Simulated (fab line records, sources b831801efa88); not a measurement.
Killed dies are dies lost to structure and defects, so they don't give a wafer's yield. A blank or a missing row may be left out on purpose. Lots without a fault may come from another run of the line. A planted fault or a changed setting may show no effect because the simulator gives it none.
A struck lot beside a sound one | flow sky130 | 34 steps out of a route of 708
Sound: wafers L458.2, L458.3, L458.6. Struck: wafer L453.6. (L453.1, L453.4 of the same lot were not struck and are left out.) The cause comes at the end.
At each step with rows: each side's tool, then ch and its chambers, then its first start. Under that, the readings that differ: sound wafers | struck wafers | difference of the means | sigmas: that difference in standard deviations of wafers without a fault.
alike: readings whose means differ by less than 2 such deviations, and words and numbers that are the same on both sides. not compared: withheld readings, readings that some wafer has no value for, bounds like >300 that may hide the same value, and numbers for which the record gives no deviation and whose values overlap.
The two part at a step that has a row with sigmas, a row that says differs or no value, or rows on one side only. Numbers that don't overlap but have no deviation are shown without sigmas and don't part them. A reading that every wafer of one side lacks parts them only if that side has two wafers or more.

first, 5 steps without rows for these wafers: SKY_METAL5_SOFTBAKE_10 (time 60 s); SKY_METAL5_EXPOSE_11 (exposes mask MM5, target cd 1600 nm); SKY_METAL5_PEB_12; SKY_METAL5_DEVELOP_13 (develop time 60 s); SKY_METAL5_DESCUM_14 (chemistry O2, time 11 s).
SKY_METAL5_METAL_ETCH_15: etches the open film in Cl2/BCl3, stops on SiO2, target depth 1260 nm, time 252 s.
  sound on rie_metal-04 ch 0,1, day 47 12:59; struck on rie_metal-04 ch 0, day 46 07:13
  alike: drypump_motor_current_A, oes_product_au, throttle_valve_pct
  not compared: rf_hours_counter_h
SKY_METAL5_STRIP_16: strips in O2/N2.
  sound on plasma_asher-03 ch 0, day 47 13:13; struck on plasma_asher-03 ch 1, day 46 07:26
  alike: drypump_motor_current_A, oes_product_au, strip_time_to_endpoint_s
  not compared: rf_hours_counter_h
then, 4 steps without rows for these wafers: SKY_METAL5_STRIP_17 (strips in post etch residue remover, time 1200 s); SKY_METAL5_CLEAN_18 (cleans in IPA, time 180 s); SKY_METAL5_CLEAN_19 (cleans in O3/DIW); SKY_PASSIVATION_CVD_00 (deposits SiO2, target thk 90 nm).
SKY_PASSIVATION_THK_MEAS_01:
  sound on film_metro-04, day 47 13:50; struck on film_metro-02, day 46 08:04
  alike: PASSIVATION_CVD_00_THK
SKY_PASSIVATION_CVD_02: deposits Si3N4, target thk 540 nm.
  sound on pecvd-03 ch 0,1,2, day 47 13:53; struck on pecvd-02 ch 0, day 46 08:07
  reading                                       | sound             | struck | difference | sigmas
  model.Si3N4_of_PASSIVATION_CVD_02.thk_nm (nm) | 534.7 537.1 538.3 | 587.8  | +51.1      |
  alike: heater_power_w
SKY_PASSIVATION_THK_MEAS_03:
  sound on film_metro-04, day 47 14:08; struck on film_metro-01, day 46 08:20
  reading                     | sound       | struck | difference | sigmas
  PASSIVATION_CVD_02_THK (nm) | 535 537 539 | 588    | +51        | +8
then, 7 steps without rows for these wafers: SKY_PASSIVATION_DEHYDRATE_04 (time 60 s); SKY_PASSIVATION_HMDS_05 (prime time 60 s); SKY_PASSIVATION_COAT_06 (resist thk 3000 nm); SKY_PASSIVATION_SOFTBAKE_07; SKY_PASSIVATION_EXPOSE_08 (exposes mask NSM, target cd 3000 nm); SKY_PASSIVATION_PEB_09; SKY_PASSIVATION_DEVELOP_10 (develop time 60 s).
SKY_PASSIVATION_ETCH_11: etches the open film in CF4/O2, stops on AlCu, target depth 725 nm, time 161.1 s.
  sound on rie_diel-03 ch 0,2, day 48 09:35; struck on rie_diel-01 ch 0, day 47 03:47
  reading               | sound             | struck | difference | sigmas
  oes_product_au (a.u.) | 0.970 0.976 0.985 | 0.993  | +0.016     | +3
  alike: drypump_motor_current_A, throttle_valve_pct
  not compared: rf_hours_counter_h
then, 8 steps without rows for these wafers: SKY_PASSIVATION_STRIP_12 (strips in O2/N2); SKY_PAD_OPEN_DEHYDRATE_00 (time 60 s); SKY_PAD_OPEN_HMDS_01 (prime time 60 s); SKY_PAD_OPEN_COAT_02 (resist thk 3000 nm); SKY_PAD_OPEN_SOFTBAKE_03; SKY_PAD_OPEN_EXPOSE_04 (exposes mask PDM, target cd 60000 nm); SKY_PAD_OPEN_PEB_05; SKY_PAD_OPEN_DEVELOP_06 (develop time 60 s).
SKY_PAD_OPEN_ETCH_07: etches the open film in CF4/O2, stops on AlCu, target depth 725 nm, time 161.1 s.
  sound on rie_diel-04 ch 1,3, day 49 04:00; struck on rie_diel-02 ch 0, day 48 00:06
  reading               | sound             | struck | difference | sigmas
  oes_product_au (a.u.) | 0.974 0.975 0.976 | 0.993  | +0.018     | +3
  alike: drypump_motor_current_A, throttle_valve_pct
  not compared: rf_hours_counter_h
SKY_PAD_OPEN_STRIP_08: strips in O2/N2.
  sound on plasma_asher-02 ch 0,1, day 49 04:06; struck on plasma_asher-02 ch 0, day 48 00:13
  alike: drypump_motor_current_A, oes_product_au, strip_time_to_endpoint_s
  not compared: rf_hours_counter_h
SKY_PAD_OPEN_STRIP_09: strips in post etch residue remover, time 1200 s.
  sound on wet_bench-04 ch 0, day 49 04:12; struck on wet_bench-04 ch 3, day 48 00:19
  reading                                       | sound             | struck | difference | sigmas
  model.Si3N4_of_PASSIVATION_CVD_02.thk_nm (nm) | 534.3 536.7 537.9 | 587.5  | +51.2      |
then, 1 step without rows for these wafers: SKY_PAD_OPEN_CLEAN_10 (cleans in IPA, time 180 s).

WHERE THEY PART
First at SKY_PASSIVATION_THK_MEAS_03; last, within this record, at SKY_PAD_OPEN_ETCH_07. Later steps at which nothing parts them and some readings are alike: SKY_PAD_OPEN_STRIP_08.

WHY: what the simulator had put in
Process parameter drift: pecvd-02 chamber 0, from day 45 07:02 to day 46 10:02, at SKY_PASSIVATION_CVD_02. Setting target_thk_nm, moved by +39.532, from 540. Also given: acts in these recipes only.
